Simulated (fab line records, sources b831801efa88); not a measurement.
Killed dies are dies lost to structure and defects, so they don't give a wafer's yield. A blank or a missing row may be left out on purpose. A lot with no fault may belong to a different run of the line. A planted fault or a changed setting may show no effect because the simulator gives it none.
Split-lot experiment :: flow gf180mcu :: 23 wafers read from 5 lots, route of 602 steps

THE SPLIT
At GF_NSD_DEVELOP_06 (develop time 60 s), the setting developTimeS was moved away from the recipe's 60 s on 6 of the 23 wafers read, by -10.5% to +9.5%. This setting was run at the recipe's value on the other wafers.

Between the split and the reading, the file records no step.

THE READING
cdNm, in nm, at GF_NSD_CD_MEAS_07 (target cd 400 nm). On this fab line, fault-free wafers typically give 398.4 nm with a standard deviation of 2.3 nm.

wafer: L075.1
tool, chamber at the split: lithoTrack-04, 0
developTimeS as run, s: 60
against the recipe: recipe
cdNm, nm: 400.7
against lot-mates on the recipe: -

wafer: L075.2
tool, chamber at the split: lithoTrack-04, 0
developTimeS as run, s: 60
against the recipe: recipe
cdNm, nm: 402.9
against lot-mates on the recipe: -

wafer: L075.3
tool, chamber at the split: lithoTrack-04, 0
developTimeS as run, s: 60
against the recipe: recipe
cdNm, nm: 403.0
against lot-mates on the recipe: -

wafer: L075.5
tool, chamber at the split: lithoTrack-04, 0
developTimeS as run, s: 60
against the recipe: recipe
cdNm, nm: 400.1
against lot-mates on the recipe: -

wafer: L075.6
tool, chamber at the split: lithoTrack-04, 0
developTimeS as run, s: 60
against the recipe: recipe
cdNm, nm: 401.9
against lot-mates on the recipe: -

wafer: L077.2
tool, chamber at the split: lithoTrack-04, 0
developTimeS as run, s: 53.72
against the recipe: -10.5%
cdNm, nm: 386.5
against lot-mates on the recipe: -11.0

wafer: L077.3
tool, chamber at the split: lithoTrack-04, 0
developTimeS as run, s: 60
against the recipe: recipe
cdNm, nm: 398.1
against lot-mates on the recipe: -

wafer: L077.4
tool, chamber at the split: lithoTrack-04, 0
developTimeS as run, s: 53.72
against the recipe: -10.5%
cdNm, nm: 387.3
against lot-mates on the recipe: -10.2

wafer: L077.5
tool, chamber at the split: lithoTrack-04, 0
developTimeS as run, s: 60
against the recipe: recipe
cdNm, nm: 396.9
against lot-mates on the recipe: -

wafer: L077.6
tool, chamber at the split: lithoTrack-04, 0
developTimeS as run, s: 60
against the recipe: recipe
cdNm, nm: 397.4
against lot-mates on the recipe: -

wafer: L080.1
tool, chamber at the split: lithoTrack-04, 0
developTimeS as run, s: 60
against the recipe: recipe
cdNm, nm: 396.9
against lot-mates on the recipe: -

wafer: L080.3
tool, chamber at the split: lithoTrack-04, 0
developTimeS as run, s: 60
against the recipe: recipe
cdNm, nm: 396.8
against lot-mates on the recipe: -

wafer: L080.6
tool, chamber at the split: lithoTrack-04, 0
developTimeS as run, s: 60
against the recipe: recipe
cdNm, nm: 400.3
against lot-mates on the recipe: -

wafer: L082.1
tool, chamber at the split: lithoTrack-02, 0
developTimeS as run, s: 60
against the recipe: recipe
cdNm, nm: 400.4
against lot-mates on the recipe: -

wafer: L082.2
tool, chamber at the split: lithoTrack-02, 0
developTimeS as run, s: 65.71
against the recipe: +9.5%
cdNm, nm: 408.5
against lot-mates on the recipe: +7.8

wafer: L082.3
tool, chamber at the split: lithoTrack-02, 0
developTimeS as run, s: 65.71
against the recipe: +9.5%
cdNm, nm: 410.4
against lot-mates on the recipe: +9.7

wafer: L082.5
tool, chamber at the split: lithoTrack-02, 0
developTimeS as run, s: 60
against the recipe: recipe
cdNm, nm: 401.1
against lot-mates on the recipe: -

wafer: L082.6
tool, chamber at the split: lithoTrack-02, 0
developTimeS as run, s: 60
against the recipe: recipe
cdNm, nm: 400.6
against lot-mates on the recipe: -

wafer: L085.1
tool, chamber at the split: lithoTrack-02, 0
developTimeS as run, s: 60
against the recipe: recipe
cdNm, nm: 400.4
against lot-mates on the recipe: -

wafer: L085.2
tool, chamber at the split: lithoTrack-02, 0
developTimeS as run, s: 60
against the recipe: recipe
cdNm, nm: 399.5
against lot-mates on the recipe: -

wafer: L085.3
tool, chamber at the split: lithoTrack-02, 0
developTimeS as run, s: 60
against the recipe: recipe
cdNm, nm: 399.7
against lot-mates on the recipe: -

wafer: L085.5
tool, chamber at the split: lithoTrack-02, 0
developTimeS as run, s: 55.34
against the recipe: -7.8%
cdNm, nm: 390.4
against lot-mates on the recipe: -9.5

wafer: L085.6
tool, chamber at the split: lithoTrack-02, 0
developTimeS as run, s: 55.34
against the recipe: -7.8%
cdNm, nm: 391.3
against lot-mates on the recipe: -8.6

FIT RESULTS
A straight line over all 23 wafers: cdNm changes by +1.13 nm for each +1% of developTimeS; r = +0.95; the points scatter about the line by 1.8 nm.
The same after taking each lot's own level away (the mean of its wafers on the recipe; 23 wafers): +1.01 nm for each +1%; r = +0.98; scatter 1 nm.
Per that fit: largest developTimeS move, reading shift of 11 nm.
Measured against the standard deviation above, the lots' own levels, which go from 397.47 to 401.72 nm, span 1.8 times it.
Hence the slope depends on the lot-to-lot level, as the two fits are not the same.
Check: with one of the wafers moved furthest among these (-10.5%) left out of the fit, the line predicts -10.6 nm for it against its lot-mates. Against them it came out at -11 nm.

FURTHER SPLITS ON THESE WAFERS
Before the reading, these wafers also passed through other splits. Each is held against what the fit with the lots' levels taken away leaves over:
other split on the same wafers: GF_DUAL_GATE_OXIDATION_02 tempC
wafers away from the commonest value: 15
r with cdNm (lot level and that fit taken away): +0.01

other split on the same wafers: GF_HV_LDD_EXPOSE_04 doseMj
wafers away from the commonest value: 5
r with cdNm (lot level and that fit taken away): -0.06

other split on the same wafers: GF_HV_LDD_DEVELOP_06 devTempC
wafers away from the commonest value: 4
r with cdNm (lot level and that fit taken away): -0.10

other split on the same wafers: GF_HV_LDD_DEVELOP_18 developTimeS
wafers away from the commonest value: 7
r with cdNm (lot level and that fit taken away): +0.28

other split on the same wafers: GF_HV_LDD_EXPOSE_28 doseMj
wafers away from the commonest value: 8
r with cdNm (lot level and that fit taken away): -0.09

other split on the same wafers: GF_HV_LDD_DEVELOP_30 developTimeS
wafers away from the commonest value: 8
r with cdNm (lot level and that fit taken away): -0.12

other split on the same wafers: GF_HV_LDD_EXPOSE_43 doseMj
wafers away from the commonest value: 10
r with cdNm (lot level and that fit taken away): -0.19

other split on the same wafers: GF_HV_LDD_STRIP_49 o2FlowSccm
wafers away from the commonest value: 6
r with cdNm (lot level and that fit taken away): -0.13

other split on the same wafers: GF_HV_LDD_CVD_54 targetThkNm
wafers away from the commonest value: 18
r with cdNm (lot level and that fit taken away): +0.00

THE FILE'S OWN FIT
cdNm changes by +1.01 nm for each +1% of developTimeS, r = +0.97.
